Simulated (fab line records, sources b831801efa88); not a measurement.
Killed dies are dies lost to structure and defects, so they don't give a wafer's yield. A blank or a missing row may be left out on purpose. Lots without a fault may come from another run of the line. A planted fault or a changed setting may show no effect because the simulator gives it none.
A struck lot beside a sound one | flow sky130 | 18 steps out of a route of 708
Sound: wafers L620.3, L620.5, L620.6. Struck: wafers L635.3, L635.4, L635.6. The cause comes at the end.
At each step with rows: each side's tool, then ch and its chambers, then its first start. Under that, the readings that differ: sound wafers | struck wafers | difference of the means | sigmas: that difference in standard deviations of wafers without a fault.
alike: readings whose means differ by less than 2 such deviations, and words and numbers that are the same on both sides. not compared: withheld readings, readings that some wafer has no value for, bounds like >300 that may hide the same value, and numbers for which the record gives no deviation and whose values overlap.
The two part at a step that has a row with sigmas, a row that says differs or no value, or rows on one side only. Numbers that don't overlap but have no deviation are shown without sigmas and don't part them. A reading that every wafer of one side lacks parts them only if that side has two wafers or more.

first, 3 steps without rows for these wafers: SKY_LI_CONTACT_EXPOSE_09 (exposes mask LICM1, target cd 170 nm); SKY_LI_CONTACT_PEB_10; SKY_LI_CONTACT_DEVELOP_11 (develop time 60 s).
SKY_LI_CONTACT_CD_MEAS_12: target cd 170 nm.
  sound on cd_sem-01, day 29 06:10; struck on cd_sem-02, day 34 17:30
  alike: cd_nm
SKY_LI_CONTACT_OVL_MEAS_13:
  sound on overlay-02, day 29 06:16; struck on overlay-01, day 34 17:35
  alike: LI_CONTACT_OVL
SKY_LI_CONTACT_ETCH_14: etches BARC in N2/H2, stops on SiO2, time 45.9 s, target depth 60 nm.
  sound on rie_diel-03 ch 0,1, day 29 06:17; struck on rie_diel-03 ch 1,2, day 34 17:37
  alike: drypump_motor_current_A, oes_product_au, throttle_valve_pct
  not compared: rf_hours_counter_h
SKY_LI_CONTACT_ETCH_15: etches PSG in C4F8/O2/Ar, stops on Si, target depth 600 nm.
  sound on rie_diel-03 ch 0,1, day 29 06:20; struck on rie_diel-03 ch 1,2, day 34 17:40
  alike: oes_product_au
SKY_LI_CONTACT_STRIP_16: strips in O2/N2.
  sound on plasma_asher-04 ch 0,1, day 29 06:27; struck on plasma_asher-03 ch 0,1, day 34 17:47
  alike: drypump_motor_current_A, oes_product_au, strip_time_to_endpoint_s
  not compared: rf_hours_counter_h
then, 3 steps without rows for these wafers: SKY_LI_CONTACT_CLEAN_17 (cleans in NMP, time 600 s); SKY_LI_CONTACT_PRE_CLEAN_18 (time 5.6 s); SKY_LI_CONTACT_SPUTTER_19 (material Ti, target thk 20 nm, time 106.37 s).
SKY_LI_CONTACT_SPUTTER_20: material TiN, target thk 20 nm, time 80 s.
  sound on pvd_sputter-04, day 29 06:47; struck on pvd_sputter-01, day 34 18:08
  alike: chamber_pressure_pa, throttle_valve_pct
SKY_LI_CONTACT_CVD_21: deposits W, target thk 400 nm, time 120.56 s.
  sound on cvd_w-01 ch 0,1, day 29 06:53; struck on cvd_w-02 ch 0,1, day 34 18:14
  reading                                  | sound             | struck            | difference | sigmas
  model.W_of_LI_CONTACT_CVD_21.thk_nm (nm) | 400.4 397.4 397.7 | 462.1 475.3 479.7 | +73.9      |
  alike: heater_power_w
SKY_LI_CONTACT_RS_MEAS_22: measures by four-point-probe.
  sound on film_metro-03, day 29 07:01; struck on film_metro-02, day 34 18:22
  reading                  | sound             | struck            | difference | sigmas
  LI_CONTACT_W_RS (ohm/sq) | 0.284 0.286 0.286 | 0.246 0.239 0.237 | -0.045     | -13
SKY_LI_CONTACT_THK_MEAS_23: measures by xrf.
  sound on film_metro-03, day 29 07:07; struck on film_metro-02, day 34 18:28
  reading               | sound       | struck      | difference | sigmas
  LI_CONTACT_W_THK (nm) | 400 399 397 | 460 472 479 | +72        | +14
SKY_LI_CONTACT_CMP_24: polishes, stops on PSG, t overpolish 20 s, target thk 0 nm.
  sound on cmp-02 ch 0,1,3, day 29 07:15; struck on cmp-02 ch 0,1,2, day 34 18:33
  reading                | sound    | struck      | difference | sigmas
  time_to_endpoint_s (s) | 97 93 93 | 112 115 110 | +18        | +5
  alike: motor_current_A, retaining_ring_pressure_frac
SKY_LOCAL_INTERCONNECT_SPUTTER_00: material TiN, target thk 100 nm, time 83.3 s.
  sound on pvd_sputter-03, day 29 07:27; struck on pvd_sputter-04, day 34 18:48
  alike: chamber_pressure_pa, throttle_valve_pct
SKY_PAD_OPEN_PROBE_99:
  the record has rows for the sound wafers here (prober-02, day 45 19:39) and none for the struck ones

WHERE THEY PART
First at SKY_LI_CONTACT_RS_MEAS_22; last, within this record, at SKY_PAD_OPEN_PROBE_99.

WHY: what the simulator had put in
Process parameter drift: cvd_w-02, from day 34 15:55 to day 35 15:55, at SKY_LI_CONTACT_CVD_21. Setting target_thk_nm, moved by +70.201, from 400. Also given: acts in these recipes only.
